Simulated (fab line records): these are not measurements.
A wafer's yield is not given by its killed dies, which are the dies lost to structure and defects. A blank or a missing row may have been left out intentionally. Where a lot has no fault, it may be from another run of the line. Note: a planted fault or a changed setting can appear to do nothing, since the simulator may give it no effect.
A struck lot beside a sound one    flow sky130    26 steps out of a route of 708
Sound: wafers L192.2, L192.3, L192.6. Wafers struck: L208.2, L208.5, L208.6. The cause is named last.
Per side, at each step with rows, come the tool, then ch with its chambers, and then its first start. Under that, the readings that differ: sound wafers    struck wafers    difference of the means    sigmas: that difference in standard deviations of wafers without a fault.
alike: a reading whose means differ by less than 2 such deviations, as well as words and numbers matching on both sides. not compared: withheld readings; readings where some wafer has no value; bounds like >300 that might hide an equal value; numbers whose values overlap and for which the record gives no deviation.
The two part at a step that has a row with sigmas, a row that says differs or no value, or rows on one side only. Numbers that have no deviation but don't overlap get no sigmas and don't part them. A reading that every wafer of one side lacks parts them only if that side has two wafers or more.

first, 9 steps without rows for these wafers: SKY_LI_CONTACT_ETCH_14 (etches BARC in N2/H2, stops on SiO2, time 45.9 s, target depth 60 nm); SKY_LI_CONTACT_ETCH_15 (etches PSG in C4F8/O2/Ar, stops on Si, target depth 600 nm); SKY_LI_CONTACT_STRIP_16 (strips in O2/N2); SKY_LI_CONTACT_CLEAN_17 (cleans in NMP, time 600 s); SKY_LI_CONTACT_PRE_CLEAN_18 (time 5.6 s); SKY_LI_CONTACT_SPUTTER_19 (material Ti, target thk 20 nm, time 106.37 s); SKY_LI_CONTACT_SPUTTER_20 (material TiN, target thk 20 nm, time 80 s); SKY_LI_CONTACT_CVD_21 (deposits W, target thk 400 nm, time 120.56 s); SKY_LI_CONTACT_CMP_24 (polishes, stops on PSG, t overpolish 20 s, target thk 0 nm).
SKY_LOCAL_INTERCONNECT_SPUTTER_00: material TiN, target thk 100 nm, time 83.3 s.
  sound: pvd sputter-04 at day 29 04:59; struck: pvd sputter-04 at day 34 12:41
reading                                                 sound              struck           difference  sigmas
model.TiN_of_LOCAL_INTERCONNECT_SPUTTER_00.thk nm (nm)  99.46 99.39 98.78  117.1 118 117.8  +18.4       
  alike: cathode dc power W, chamber pressure pa, throttle valve pct
SKY_LOCAL_INTERCONNECT_RS_MEAS_01: measures by four-point-probe.
  sound: film metro-01 at day 29 05:04; struck: film metro-03 at day 34 12:46
reading                             sound              struck             difference  sigmas
LOCAL_INTERCONNECT_TIN_RS (ohm/sq)  14.20 14.22 14.30  12.00 11.90 11.91  -2.30       -18
SKY_LOCAL_INTERCONNECT_THK_MEAS_02: measures by xrf.
  sound: film metro-01 at day 29 05:10; struck: film metro-03 at day 34 12:52
reading                          sound              struck             difference  sigmas
LOCAL_INTERCONNECT_TIN_THK (nm)  100.8 100.6 100.0  119.1 120.1 119.1  +19.0       +17
then, 9 steps without rows for these wafers: SKY_LOCAL_INTERCONNECT_DEHYDRATE_03 (time 60 s); SKY_LOCAL_INTERCONNECT_HMDS_04 (prime time 60 s); SKY_LOCAL_INTERCONNECT_COAT_05 (resist thk 60 nm); SKY_LOCAL_INTERCONNECT_COAT_06 (resist thk 450 nm); SKY_LOCAL_INTERCONNECT_SOFTBAKE_07 (time 90 s); SKY_LOCAL_INTERCONNECT_EXPOSE_08 (exposes mask LI1M, target cd 170 nm); SKY_LOCAL_INTERCONNECT_PEB_09; SKY_LOCAL_INTERCONNECT_DEVELOP_10 (develop time 60 s); SKY_LOCAL_INTERCONNECT_ETCH_13 (etches BARC in N2/H2, stops on SiO2, time 45.9 s, target depth 60 nm).
SKY_LOCAL_INTERCONNECT_METAL_ETCH_14: etches TiN in Cl2/BCl3, stops on PSG, target depth 110 nm, time 31.4 s.
  sound on rie metal-03 ch 0,1, day 30 10:06; struck on rie metal-01 ch 0,1, day 35 15:19
reading                 sound                 struck                difference  sigmas
oes product au (a.u.)   0.936 0.939 0.933     1.001 0.999 0.999     +0.064      +10
throttle valve pct (%)  21.892 21.901 21.894  21.860 21.876 21.866  -0.028      -3
  alike: drypump motor current A, mfc cl2 sccm
  not compared: rf hours counter h
then, 1 step without rows for these wafers: SKY_LOCAL_INTERCONNECT_STRIP_15 (strips in O2/N2).
SKY_LOCAL_INTERCONNECT_STRIP_16: strips in post etch residue remover, time 1200 s.
  sound on wet bench-01 ch 2, day 30 10:15; struck on wet bench-04 ch 1, day 35 15:28
reading                                                 sound              struck             difference  sigmas
model.TiN_of_LOCAL_INTERCONNECT_SPUTTER_00.thk nm (nm)  99.05 98.98 98.37  116.7 117.6 117.4  +18.4       
  alike: bath guard temp C, bath heat duty pct
then, 1 step without rows for these wafers: SKY_LOCAL_INTERCONNECT_CLEAN_17 (cleans in IPA, time 180 s).
SKY_PAD_OPEN_PROBE_99:
  sound wafers here have rows in the record (prober-01, day 45 20:57); struck ones have none

== WHERE THEY PART ==
Last at SKY_PAD_OPEN_PROBE_99 as far as this record goes, first at SKY_LOCAL_INTERCONNECT_RS_MEAS_01.

WHY: what had been put in by the simulator
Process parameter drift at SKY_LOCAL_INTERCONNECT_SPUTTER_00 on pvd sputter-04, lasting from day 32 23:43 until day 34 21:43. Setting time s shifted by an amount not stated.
